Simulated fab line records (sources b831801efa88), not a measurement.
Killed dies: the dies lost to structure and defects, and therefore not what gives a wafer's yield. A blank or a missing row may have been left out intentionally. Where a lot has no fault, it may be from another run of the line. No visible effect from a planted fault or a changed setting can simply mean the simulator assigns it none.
Which of the tools did it? + flow sky130 + 13 lots with 39 wafers sampled at 2 steps, on a route of 708 steps

== WHAT THE GAUGES SHOWED, per wafer ==
SKY_VT_ADJUST_PCH_TW_MEAS_10. Usual: for VT_ADJUST_PCH_TW the level is 143.1 and the standard deviation is 0.65.
| lot  | measured     | on            | VT_ADJUST_PCH_TW  | flag |
|------|--------------|---------------|-------------------|------|
| L484 | day 10 09:39 | film-metro-04 | 142.8 143.1 142.8 |      |
| L485 | day 11 02:11 | film-metro-03 | 143.6 143.3 143.4 |      |
| L488 | day 11 23:03 | film-metro-04 | 143.7 143.8 143.2 |      |
| L491 | day 12 17:58 | film-metro-04 | 143.9 143.2 144.2 |      |
| L494 | day 13 15:06 | film-metro-03 | 144.4 143.7 145.0 |      |
| L497 | day 14 20:26 | film-metro-04 | 142.8 142.3 143.2 |      |
| L498 | day 15 03:06 | film-metro-01 | 142.7 143.5 142.8 |      |
| L501 | day 16 14:03 | film-metro-01 | 142.8 143.3 143.2 |      |
| L500 | day 16 15:29 | film-metro-04 | 142.7 143.1 142.9 |      |
| L502 | day 16 19:08 | film-metro-01 | 142.8 143.1 143.1 |      |
| L503 | day 17 01:57 | film-metro-01 | 143.0 142.5 142.5 |      |
| L505 | day 17 13:45 | film-metro-01 | 142.3 142.6 142.5 |      |
| L506 | day 18 00:36 | film-metro-04 | 142.0 142.9 142.0 |      |

SKY_SONOS_ONO_OVL_MEAS_14. Usual: for SONOS_ONO_OVL the level is 0.1 nm and the standard deviation is 1.5.
| lot  | measured     | on         | SONOS_ONO_OVL (nm) | flag |
|------|--------------|------------|--------------------|------|
| L484 | day 12 13:37 | overlay-01 | 0.6 -1.2 -1.3      |      |
| L485 | day 13 11:01 | overlay-02 | 2.6 1.2 2.0        |      |
| L488 | day 14 07:53 | overlay-02 | 0.8 -0.7 -0.2      |      |
| L491 | day 15 04:32 | overlay-01 | 1.3 2.3 0.8        |      |
| L494 | day 16 02:26 | overlay-01 | -2.2 -1.3 -1.5     |      |
| L497 | day 17 10:20 | overlay-01 | -0.1 1.8 1.2       |      |
| L498 | day 17 18:56 | overlay-02 | -0.3 -3.1 -0.1     |      |
| L501 | day 19 08:38 | overlay-01 | -0.9 0.8 0.1       |      |
| L500 | day 19 09:59 | overlay-01 | 0.7 -0.9 0.7       |      |
| L502 | day 19 14:07 | overlay-01 | -1.2 -2.0 0.9      |      |
| L503 | day 19 20:39 | overlay-01 | 1.3 0.5 1.0        |      |
| L505 | day 20 08:14 | overlay-02 | 2.1 3.7 3.1        |      |
| L506 | day 20 22:26 | overlay-02 | -0.8 -1.5 2.1      |      |

== TOOL THAT RAN EACH LOT (tool first, then ch and the chambers of the sampled wafers, then the start) ==
The record shows no process step preceding these readings.

== WHAT THE TOOLS THEMSELVES READ (means of the sampled wafers that have a number; where no wafer has one, the mark that the record gives instead) ==
The record holds no such reading with a usual standard deviation.

== THE ANSWER, worked out from the rows above alone ==
Rule: a lot counts as off when the mean over its wafers that have a number is more than 3 standard deviations away from the usual mean. A lot without any number at a reading at which 4 lots or more have one is off too. The other lots that the step has rows for count as sound. Order of review: gauges by route order, followed by the tools' own readings, for which a lot's mean as printed above is used. At the first step where some lot is off, the reading lying furthest off is the one used; lots without a number count as furthest.
No lot is off on any of the readings shown, so nothing can be concluded from this.

== WHAT WAS PUT IN BY THE SIMULATOR ==
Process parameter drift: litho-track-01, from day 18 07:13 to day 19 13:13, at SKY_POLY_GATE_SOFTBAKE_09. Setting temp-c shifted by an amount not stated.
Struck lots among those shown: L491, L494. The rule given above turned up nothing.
